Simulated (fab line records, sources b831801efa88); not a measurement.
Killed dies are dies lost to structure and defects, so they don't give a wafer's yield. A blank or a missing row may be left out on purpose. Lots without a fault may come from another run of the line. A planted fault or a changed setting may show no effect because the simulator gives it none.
Which tool did it? | flow gf180mcu | 12 lots, 36 wafers sampled, at 5 steps of a route of 602

WHAT THE GAUGES READ, wafer by wafer
The record holds no reading of a measuring or inspecting step that can be judged against a usual standard deviation.

WHICH TOOL RAN EACH LOT (tool, then ch and the chambers of the sampled wafers, then the start)
lot  | GF_MVPSD_COAT_02                  | GF_MVPSD_STRIP_10                    | GF_SAB_STRIP_13                      | GF_M2_SPUTTER_01             | GF_M2_SPUTTER_02
L519 | litho_track-04 ch 0, day 5 05:44  | plasma_asher-01 ch 0,1, day 5 13:36  | plasma_asher-02 ch 0,1, day 16 04:40 | pvd_sputter-01, day 19 08:00 | pvd_sputter-01, day 19 08:02
L520 | litho_track-01 ch 0, day 5 12:38  | plasma_asher-01 ch 0, day 5 20:32    | plasma_asher-04 ch 0,1, day 16 14:42 | pvd_sputter-04, day 19 18:58 | pvd_sputter-04, day 19 19:00
L521 | litho_track-03 ch 0, day 5 18:24  | plasma_asher-01 ch 0,1, day 6 02:36  | plasma_asher-02 ch 0,1, day 16 23:21 | pvd_sputter-01, day 20 03:43 | pvd_sputter-01, day 20 03:44
L522 | litho_track-04 ch 0, day 5 22:38  | plasma_asher-01 ch 0, day 6 07:05    | plasma_asher-04 ch 0,1, day 17 06:57 | pvd_sputter-04, day 20 10:46 | pvd_sputter-04, day 20 10:48
L525 | litho_track-04 ch 0, day 6 19:58  | plasma_asher-04 ch 0,1, day 7 04:41  | plasma_asher-04 ch 0,1, day 18 12:07 | pvd_sputter-01, day 21 18:25 | pvd_sputter-01, day 21 18:27
L526 | litho_track-01 ch 0, day 7 00:46  | plasma_asher-03 ch 0,1, day 7 09:08  | plasma_asher-01 ch 0,1, day 18 19:08 | pvd_sputter-04, day 22 00:38 | pvd_sputter-04, day 22 00:40
L527 | litho_track-04 ch 0, day 7 05:13  | plasma_asher-04 ch 0,1, day 7 13:30  | plasma_asher-04 ch 0,1, day 19 03:04 | pvd_sputter-04, day 22 08:31 | pvd_sputter-04, day 22 08:33
L529 | litho_track-01 ch 0, day 7 18:13  | plasma_asher-01 ch 0,1, day 8 03:42  | plasma_asher-01 ch 0,1, day 19 17:45 | pvd_sputter-02, day 22 22:21 | pvd_sputter-02, day 22 22:23
L530 | litho_track-01 ch 0, day 7 23:58  | plasma_asher-01 ch 0,1, day 8 08:35  | plasma_asher-02 ch 0,1, day 19 23:21 | pvd_sputter-02, day 23 03:41 | pvd_sputter-02, day 23 03:43
L534 | litho_track-01 ch 0, day 8 21:44  | plasma_asher-04 ch 0, day 9 06:33    | plasma_asher-04 ch 0,1, day 21 12:28 | pvd_sputter-04, day 25 00:56 | pvd_sputter-04, day 25 00:58
L539 | litho_track-03 ch 0, day 10 03:51 | plasma_asher-01 ch 1, day 10 14:02   | plasma_asher-04 ch 0,1, day 23 00:00 | pvd_sputter-02, day 26 01:44 | pvd_sputter-02, day 26 01:46
L540 | litho_track-04 ch 0, day 10 12:25 | plasma_asher-03 ch 0,1, day 10 21:47 | plasma_asher-01 ch 0,1, day 23 15:40 | pvd_sputter-02, day 26 19:58 | pvd_sputter-02, day 26 20:00
- GF_MVPSD_COAT_02: resist thk 3000 nm.
- GF_MVPSD_STRIP_10: strips in O2/N2.
- GF_SAB_STRIP_13: strips in O2/N2.
- GF_M2_SPUTTER_01: material TiN, target thk 30 nm, time 25 s.
- GF_M2_SPUTTER_02: material AlCu, target thk 450 nm, time 23.9 s.

WHAT THE TOOLS THEMSELVES READ (means of the sampled wafers that have a number; where no wafer has one, the mark that the record gives instead)
GF_MVPSD_COAT_02.
lot  | tool           | chill_plate_temp_C (C) | spin_speed_rpm (rpm)
L519 | litho_track-04 | 23.00                  | 2000.1
L520 | litho_track-01 | 23.00                  | 1999.3
L521 | litho_track-03 | 22.89                  | 1999.3
L522 | litho_track-04 | 23.03                  | 1999.2
L525 | litho_track-04 | 23.08                  | 2000.1
L526 | litho_track-01 | 23.10                  | 2000.4
L527 | litho_track-04 | 23.00                  | 1999.4
L529 | litho_track-01 | 22.83                  | 1999.7
L530 | litho_track-01 | 22.84                  | 2074.9
L534 | litho_track-01 | 22.96                  | 2076.8
L539 | litho_track-03 | 22.83                  | 1999.7
L540 | litho_track-04 | 22.87                  | 1999.6

GF_MVPSD_STRIP_10.
lot  | tool            | drypump_motor_current_A (A) | heater_power_w (W) | oes_product_au (a.u.) | strip_time_to_endpoint_s (s)
L519 | plasma_asher-01 | 6.2                         | 326                | 0.727                 | 37.01
L520 | plasma_asher-01 | 6.3                         | 347                | 0.729                 | 37.06
L521 | plasma_asher-01 | 6.2                         | 334                | 0.723                 | 37.17
L522 | plasma_asher-01 | 6.3                         | 343                | 0.719                 | 36.91
L525 | plasma_asher-04 | 5.5                         | 327                | 0.720                 | 37.07
L526 | plasma_asher-03 | 5.4                         | 305                | 0.722                 | 37.16
L527 | plasma_asher-04 | 5.8                         | 341                | 0.724                 | 37.06
L529 | plasma_asher-01 | 6.2                         | 337                | 0.722                 | 37.16
L530 | plasma_asher-01 | 6.2                         | 335                | 0.724                 | 36.40
L534 | plasma_asher-04 | 5.3                         | 321                | 0.722                 | 36.35
L539 | plasma_asher-01 | 6.0                         | 318                | 0.722                 | 36.94
L540 | plasma_asher-03 | 5.5                         | 307                | 0.720                 | 36.99

GF_SAB_STRIP_13.
lot  | tool            | drypump_motor_current_A (A) | heater_power_w (W) | oes_product_au (a.u.) | strip_time_to_endpoint_s (s)
L519 | plasma_asher-02 | 5.2                         | 340                | 0.708                 | 12.59
L520 | plasma_asher-04 | 5.8                         | 338                | 0.707                 | 12.59
L521 | plasma_asher-02 | 5.2                         | 336                | 0.709                 | 12.58
L522 | plasma_asher-04 | 5.5                         | 332                | 0.709                 | 12.64
L525 | plasma_asher-04 | 5.8                         | 335                | 0.707                 | 12.63
L526 | plasma_asher-01 | 6.1                         | 335                | 0.706                 | 12.66
L527 | plasma_asher-04 | 5.8                         | 339                | 0.710                 | 12.61
L529 | plasma_asher-01 | 6.1                         | 329                | 0.712                 | 12.65
L530 | plasma_asher-02 | 5.2                         | 341                | 0.710                 | 12.58
L534 | plasma_asher-04 | 5.8                         | 344                | 0.711                 | 12.57
L539 | plasma_asher-04 | 5.5                         | 324                | 0.709                 | 12.60
L540 | plasma_asher-01 | 6.2                         | 337                | 0.709                 | 12.60

GF_M2_SPUTTER_01.
lot  | tool           | throttle_valve_pct (%)
L519 | pvd_sputter-01 | 29.8
L520 | pvd_sputter-04 | 29.6
L521 | pvd_sputter-01 | 30.0
L522 | pvd_sputter-04 | 29.0
L525 | pvd_sputter-01 | 29.7
L526 | pvd_sputter-04 | 29.0
L527 | pvd_sputter-04 | 29.6
L529 | pvd_sputter-02 | 30.3
L530 | pvd_sputter-02 | 29.4
L534 | pvd_sputter-04 | 28.9
L539 | pvd_sputter-02 | 30.0
L540 | pvd_sputter-02 | 30.0

GF_M2_SPUTTER_02.
lot  | tool           | throttle_valve_pct (%)
L519 | pvd_sputter-01 | 29.8
L520 | pvd_sputter-04 | 29.5
L521 | pvd_sputter-01 | 29.7
L522 | pvd_sputter-04 | 28.9
L525 | pvd_sputter-01 | 29.7
L526 | pvd_sputter-04 | 29.0
L527 | pvd_sputter-04 | 29.6
L529 | pvd_sputter-02 | 30.2
L530 | pvd_sputter-02 | 29.3
L534 | pvd_sputter-04 | 29.1
L539 | pvd_sputter-02 | 30.0
L540 | pvd_sputter-02 | 29.9

THE ANSWER, worked out from the rows above alone
Rule: what is usual is taken from the lots themselves. Put in order of their means at a reading, lots are off if they are a third of the lots or fewer, leave a main group of 4 or more, and stand apart from it by a gap of 3 or more times the standard deviation of the main group's means; of several such gaps the widest counts. A main group whose means are all the same, to the digits that the tables above print for the reading, isn't used. A lot without any number at a reading at which 4 lots or more have one is off too. The other lots that the step has rows for count as sound. The gauges are gone through in route order, then the tools' own readings, and for those a lot's mean is taken as printed above. The first step at which some lot is off is used, and at that step the reading that is off furthest; a lot without a number counts as furthest.
Off: L530, L534, at GF_MVPSD_COAT_02 (spin_speed_rpm). The main group: mean 1999.7 rpm, standard deviation 0.38.
A tool fits if, at that step or a process step before it, it ran every lot that is off, and no sound lot after the first of them. One fits: litho_track-01 at GF_MVPSD_COAT_02. Its last sound lot is L529 (day 7 18:13), its first lot that is off L530 (day 7 23:58): a fault that began between those two fits.
The tool's own readings at GF_MVPSD_COAT_02 bear it out: on the lots that are off they differ by more than 5 times the standard deviation of the sound lots' means. spin_speed_rpm reads 2075.9 rpm there against 1999.7 rpm on the sound lots.

WHAT THE SIMULATOR HAD PUT IN
Process parameter drift: litho_track-01, from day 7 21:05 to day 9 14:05, at GF_MVPSD_COAT_02. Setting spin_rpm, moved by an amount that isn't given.
Lots struck among those shown: L530, L534. The rule above found the same.
